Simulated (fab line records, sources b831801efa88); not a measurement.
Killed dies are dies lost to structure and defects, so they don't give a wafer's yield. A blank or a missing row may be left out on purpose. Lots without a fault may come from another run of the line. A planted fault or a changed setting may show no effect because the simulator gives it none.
Which tool did it? | flow gf180mcu | 6 lots, 18 wafers sampled, at 2 steps of a route of 602

WHAT THE GAUGES READ, wafer by wafer
GF_VT_IMPLANT_RS_MEAS_47: measures by four-point-probe.
lot  | measured     | on            | NWELL_RS (ohm/sq)
L640 | day 7 19:55  | film_metro-01 | 489.1 487.9 489.0
L643 | day 8 14:55  | film_metro-01 | 488.3 488.6 488.7
L646 | day 9 14:52  | film_metro-02 | 487.7 486.7 489.6
L652 | day 11 07:17 | film_metro-04 | 489.0 489.1 489.2
L659 | day 13 02:20 | film_metro-04 | 511.6 510.9 510.2
L661 | day 13 15:31 | film_metro-04 | 487.8 487.8 488.0

WHICH TOOL RAN EACH LOT (tool, then ch and the chambers of the sampled wafers, then the start)
lot  | GF_NWELL_IMPLANT_09
L640 | implanter-03 ch 0, day 3 13:02
L643 | implanter-03 ch 0, day 4 04:41
L646 | implanter-03 ch 0, day 5 00:13
L652 | implanter-03 ch 0, day 6 08:10
L659 | implanter-03 ch 0, day 7 19:58
L661 | implanter-01 ch 0, day 8 06:32
- GF_NWELL_IMPLANT_09

THE ANSWER, worked out from the rows above alone
Rule: what is usual is taken from the lots themselves. Put in order of their means at a reading, lots are off if they are a third of the lots or fewer, leave a main group of 4 or more, and stand apart from it by a gap of 3 or more times the standard deviation of the main group's means; of several such gaps the widest counts. A main group whose means are all the same, to the digits that the tables above print for the reading, isn't used. A lot without any number at a reading at which 4 lots or more have one is off too. The other lots that the step has rows for count as sound.
Off: L659, at GF_VT_IMPLANT_RS_MEAS_47 (NWELL_RS). The main group: mean 488.4 ohm/sq, standard deviation 0.45.
A tool fits if, at a process step before that reading, it ran every lot that is off, and no sound lot after the first of them. The gauges at GF_VT_IMPLANT_RS_MEAS_47 are tried like those tools. One fits: implanter-03 at GF_NWELL_IMPLANT_09. Its last sound lot is L652 (day 6 08:10), its first lot that is off L659 (day 7 19:58): a fault that began between those two fits.

WHAT THE SIMULATOR HAD PUT IN
Process parameter drift: implanter-03, from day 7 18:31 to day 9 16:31, at GF_NWELL_IMPLANT_09. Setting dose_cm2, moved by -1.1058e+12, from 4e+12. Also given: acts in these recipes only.
Lots struck among those shown: L659. The rule above found the same.
